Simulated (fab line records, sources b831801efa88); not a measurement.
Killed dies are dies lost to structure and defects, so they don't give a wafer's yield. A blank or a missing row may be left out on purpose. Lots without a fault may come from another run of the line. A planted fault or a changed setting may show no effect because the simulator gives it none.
Tool commonality check | flow sky130 | 13 lots, 39 wafers sampled

WHY IT WAS OPENED
At SKY_VT_ADJUST_LVTN_TW_MEAS_10 the reading VT_ADJUST_LVTN_TW is flagged on 1 of 13 lots. Wafers without a fault read 240, standard deviation 3.4.
Rule: a lot is flagged when every wafer of it that has a number lies more than 4 standard deviations from that mean, or none has a number. The other lots count as sound.

lot  | measured     | on            | VT_ADJUST_LVTN_TW, wafer by wafer | flag
L501 | day 7 17:45  | film_metro-04 | 243 243 243                       |
L500 | day 7 17:48  | film_metro-02 | 237 236 238                       |
L502 | day 8 04:25  | film_metro-04 | 239 240 241                       |
L503 | day 8 05:44  | film_metro-01 | 30 31 30                          | FLAGGED
L512 | day 10 16:41 | film_metro-02 | 239 239 238                       |
L513 | day 10 19:26 | film_metro-01 | 244 245 245                       |
L514 | day 11 02:08 | film_metro-02 | 236 238 237                       |
L515 | day 11 04:24 | film_metro-01 | 243 243 242                       |
L516 | day 11 12:02 | film_metro-02 | 236 237 237                       |
L517 | day 11 17:50 | film_metro-02 | 238 237 238                       |
L518 | day 12 03:54 | film_metro-01 | 243 244 243                       |
L519 | day 12 06:58 | film_metro-04 | 241 240 240                       |
L521 | day 13 05:50 | film_metro-02 | 238 236 239                       |
The numbers of the flagged lots are 30 on average: -210 against the usual, or -62 standard deviations.

WHICH TOOL RAN EACH LOT
The record holds 3 process steps before the reading, out of a route of 708 steps. In each cell: the tool, then ch and the chambers that the sampled wafers went through, then the start.
lot  | flag    | SKY_FIELD_ISO_CMP_27         | SKY_VT_ADJUST_HVTP_STRIP_10          | SKY_VT_ADJUST_LVTN_STRIP_09
L501 |         | cmp-01 ch 1,2, day 3 00:58   | plasma_asher-01 ch 0,1, day 6 21:28  | plasma_asher-02 ch 0,1, day 7 17:38
L500 |         | cmp-02 ch 0,1,2, day 3 01:01 | plasma_asher-02 ch 0,1, day 6 22:13  | plasma_asher-01 ch 0,1, day 7 17:43
L502 |         | cmp-02 ch 0,1,3, day 3 09:36 | plasma_asher-01 ch 0,1, day 7 08:04  | plasma_asher-02 ch 0,1, day 8 04:19
L503 | FLAGGED | cmp-02 ch 1,2,3, day 3 09:51 | plasma_asher-01 ch 0,1, day 7 09:31  | plasma_asher-02 ch 0,1, day 8 05:37
L512 |         | cmp-02 ch 0,1,3, day 5 09:47 | plasma_asher-03 ch 0,1, day 9 17:40  | plasma_asher-02 ch 0,1, day 10 16:34
L513 |         | cmp-01 ch 1,3, day 5 11:32   | plasma_asher-02 ch 1, day 9 20:13    | plasma_asher-01 ch 0, day 10 19:20
L514 |         | cmp-01 ch 0,1,2, day 5 17:11 | plasma_asher-03 ch 0, day 10 02:43   | plasma_asher-02 ch 1, day 11 02:02
L515 |         | cmp-01 ch 1,2,3, day 5 20:50 | plasma_asher-02 ch 0,1, day 10 05:32 | plasma_asher-02 ch 0, day 11 04:17
L516 |         | cmp-02 ch 0,2,3, day 6 00:31 | plasma_asher-01 ch 0,1, day 10 12:35 | plasma_asher-02 ch 0,1, day 11 11:56
L517 |         | cmp-02 ch 0,1,3, day 6 05:27 | plasma_asher-01 ch 0,1, day 10 18:02 | plasma_asher-04 ch 0,1, day 11 17:44
L518 |         | cmp-02 ch 0,2,3, day 6 13:08 | plasma_asher-01 ch 0,1, day 11 03:13 | plasma_asher-02 ch 0,1, day 12 03:47
L519 |         | cmp-01 ch 0,1,2, day 6 18:06 | plasma_asher-03 ch 0,1, day 11 06:56 | plasma_asher-01 ch 0,1, day 12 06:52
L521 |         | cmp-01 ch 0,1,3, day 7 08:14 | plasma_asher-02 ch 0,1, day 12 04:35 | plasma_asher-02 ch 0,1, day 13 05:45
What these steps do:
- SKY_FIELD_ISO_CMP_27: polishes, stops on Si3N4, t overpolish 16 s, target thk 457.8 nm.
- SKY_VT_ADJUST_HVTP_STRIP_10: strips in O2/N2.
- SKY_VT_ADJUST_LVTN_STRIP_09: strips in O2/N2.
- SKY_VT_ADJUST_LVTN_TW_MEAS_10

FLAGGED OVER TOTAL, TOOL BY TOOL (the gauges that took the reading come last)
step                          | tool            | lots run | flagged | share of the flagged lots | sound lots run after its first flagged lot
SKY_FIELD_ISO_CMP_27          | cmp-01          | 6        | 0       | none                      | -
SKY_FIELD_ISO_CMP_27          | cmp-02          | 7        | 1       | all                       | 4 (L512,L516,L517,L518)
SKY_VT_ADJUST_HVTP_STRIP_10   | plasma_asher-01 | 6        | 1       | all                       | 3 (L516,L517,L518)
SKY_VT_ADJUST_HVTP_STRIP_10   | plasma_asher-02 | 4        | 0       | none                      | -
SKY_VT_ADJUST_HVTP_STRIP_10   | plasma_asher-03 | 3        | 0       | none                      | -
SKY_VT_ADJUST_LVTN_STRIP_09   | plasma_asher-01 | 3        | 0       | none                      | -
SKY_VT_ADJUST_LVTN_STRIP_09   | plasma_asher-02 | 9        | 1       | all                       | 6 (L512,L514,L515,L516,L518,L521)
SKY_VT_ADJUST_LVTN_STRIP_09   | plasma_asher-04 | 1        | 0       | none                      | -
SKY_VT_ADJUST_LVTN_TW_MEAS_10 | film_metro-01   | 4        | 1       | all                       | 3 (L513,L515,L518)
SKY_VT_ADJUST_LVTN_TW_MEAS_10 | film_metro-02   | 6        | 0       | none                      | -
SKY_VT_ADJUST_LVTN_TW_MEAS_10 | film_metro-04   | 3        | 0       | none                      | -

WHAT THE TABLE ALLOWS
4 rows of the table ran every flagged lot: cmp-02 at SKY_FIELD_ISO_CMP_27, plasma_asher-01 at SKY_VT_ADJUST_HVTP_STRIP_10, plasma_asher-02 at SKY_VT_ADJUST_LVTN_STRIP_09, film_metro-01 at SKY_VT_ADJUST_LVTN_TW_MEAS_10.
- cmp-02 at SKY_FIELD_ISO_CMP_27: 1 of its 7 lots flagged. Sound lots ran on it after the first flagged one (L512, L516, L517, L518), which a lasting fault on the whole tool wouldn't allow.
- plasma_asher-01 at SKY_VT_ADJUST_HVTP_STRIP_10: 1 of its 6 lots flagged. Sound lots ran on it after the first flagged one (L516, L517, L518), which a lasting fault on the whole tool wouldn't allow. Its own readings lie more than 4 standard deviations out on every wafer of the flagged lots: oes_product_au.
- plasma_asher-02 at SKY_VT_ADJUST_LVTN_STRIP_09: 1 of its 9 lots flagged. Sound lots ran on it after the first flagged one (L512, L514, L515, L516, L518, L521), which a lasting fault on the whole tool wouldn't allow. Its own readings lie more than 4 standard deviations out on every wafer of the flagged lots: strip_time_to_endpoint_s.
- film_metro-01 at SKY_VT_ADJUST_LVTN_TW_MEAS_10: 1 of its 4 lots flagged. Sound lots ran on it after the first flagged one (L513, L515, L518), which a lasting fault on the whole tool wouldn't allow.
No row of the table ran every flagged lot and no sound lot after the first.

WHAT THE SIMULATOR HAD PUT IN
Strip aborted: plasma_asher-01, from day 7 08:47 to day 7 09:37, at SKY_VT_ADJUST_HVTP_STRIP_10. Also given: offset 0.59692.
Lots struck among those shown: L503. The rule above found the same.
